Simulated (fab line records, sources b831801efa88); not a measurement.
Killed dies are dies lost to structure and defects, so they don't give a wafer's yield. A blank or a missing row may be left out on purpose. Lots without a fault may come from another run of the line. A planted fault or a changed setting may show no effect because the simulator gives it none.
Which tool did it? | flow gf180mcu | 11 lots, 33 wafers sampled, at 3 steps of a route of 602

WHAT THE GAUGES READ, wafer by wafer
GF_M4_OVL_MEAS_15.
lot  | measured     | on         | M4_OVL (nm)
L366 | day 23 08:43 | overlay-02 | 1 3 2
L367 | day 24 00:46 | overlay-02 | 4 6 3
L369 | day 24 17:01 | overlay-01 | -4 -8 -11
L370 | day 25 07:45 | overlay-01 | 4 5 1
L372 | day 25 15:21 | overlay-01 | -6 -4 -8
L373 | day 25 23:22 | overlay-02 | -1 2 0
L376 | day 27 00:28 | overlay-01 | -5 -2 -2
L378 | day 27 12:13 | overlay-01 | -1 -2 0
L380 | day 28 08:40 | overlay-02 | 11 3 11
L384 | day 29 08:07 | overlay-01 | 0 -7 0
L385 | day 29 17:05 | overlay-02 | 5 10 8

WHICH TOOL RAN EACH LOT (tool, then ch and the chambers of the sampled wafers, then the start)
lot  | GF_M4_SPUTTER_03             | GF_M4_COAT_09
L366 | pvd_sputter-02, day 22 09:06 | litho_track-04 ch 0, day 22 20:51
L367 | pvd_sputter-02, day 23 02:22 | litho_track-02 ch 0, day 23 13:05
L369 | pvd_sputter-01, day 23 18:37 | litho_track-04 ch 0, day 24 05:42
L370 | pvd_sputter-02, day 24 09:34 | litho_track-02 ch 0, day 24 20:21
L372 | pvd_sputter-02, day 24 17:52 | litho_track-01 ch 0, day 25 04:32
L373 | pvd_sputter-02, day 25 02:10 | litho_track-01 ch 0, day 25 12:27
L376 | pvd_sputter-01, day 26 03:01 | litho_track-02 ch 0, day 26 13:38
L378 | pvd_sputter-03, day 26 15:46 | litho_track-02 ch 0, day 27 01:50
L380 | pvd_sputter-03, day 27 12:46 | litho_track-02 ch 0, day 27 23:02
L384 | pvd_sputter-02, day 28 13:01 | litho_track-04 ch 0, day 28 22:31
L385 | pvd_sputter-02, day 28 21:37 | litho_track-01 ch 0, day 29 07:06
- GF_M4_SPUTTER_03: material Ti, target thk 10 nm, time 6.7 s.
- GF_M4_COAT_09: resist thk 1000 nm.

WHAT THE TOOLS THEMSELVES READ (means of the sampled wafers that have a number; where no wafer has one, the mark that the record gives instead)
GF_M4_SPUTTER_03.
lot  | tool           | cathode_dc_power_W (W) | throttle_valve_pct (%)
L366 | pvd_sputter-02 | 2999.5                 | 31.1
L367 | pvd_sputter-02 | 2999.7                 | 29.9
L369 | pvd_sputter-01 | 3000.2                 | 30.9
L370 | pvd_sputter-02 | 2999.8                 | 30.3
L372 | pvd_sputter-02 | 3000.5                 | 29.9
L373 | pvd_sputter-02 | 3000.1                 | 30.7
L376 | pvd_sputter-01 | 2999.5                 | 28.8
L378 | pvd_sputter-03 | 2999.8                 | 30.0
L380 | pvd_sputter-03 | 2999.5                 | 30.0
L384 | pvd_sputter-02 | 2999.8                 | 31.1
L385 | pvd_sputter-02 | 3000.1                 | 30.8

GF_M4_COAT_09.
lot  | tool           | exhaust_pa (Pa) | resist_line_temp_C (C)
L366 | litho_track-04 | 44.5            | 23.01
L367 | litho_track-02 | 44.2            | 23.21
L369 | litho_track-04 | 45.9            | 22.99
L370 | litho_track-02 | 46.5            | 23.08
L372 | litho_track-01 | 45.7            | 23.09
L373 | litho_track-01 | 46.3            | 23.00
L376 | litho_track-02 | 45.1            | 22.85
L378 | litho_track-02 | 44.7            | 22.92
L380 | litho_track-02 | 45.9            | 22.90
L384 | litho_track-04 | 45.6            | 23.05
L385 | litho_track-01 | 44.7            | 23.10

THE ANSWER, worked out from the rows above alone
Rule: what is usual is taken from the lots themselves. Put in order of their means at a reading, lots are off if they are a third of the lots or fewer, leave a main group of 4 or more, and stand apart from it by a gap of 3 or more times the standard deviation of the main group's means; of several such gaps the widest counts. A main group whose means are all the same, to the digits that the tables above print for the reading, isn't used. A lot without any number at a reading at which 4 lots or more have one is off too. The other lots that the step has rows for count as sound. The gauges are gone through in route order, then the tools' own readings, and for those a lot's mean is taken as printed above. The first step at which some lot is off is used, and at that step the reading that is off furthest; a lot without a number counts as furthest.
No lot is off at any reading shown: from this, nothing can be told.

WHAT THE SIMULATOR HAD PUT IN
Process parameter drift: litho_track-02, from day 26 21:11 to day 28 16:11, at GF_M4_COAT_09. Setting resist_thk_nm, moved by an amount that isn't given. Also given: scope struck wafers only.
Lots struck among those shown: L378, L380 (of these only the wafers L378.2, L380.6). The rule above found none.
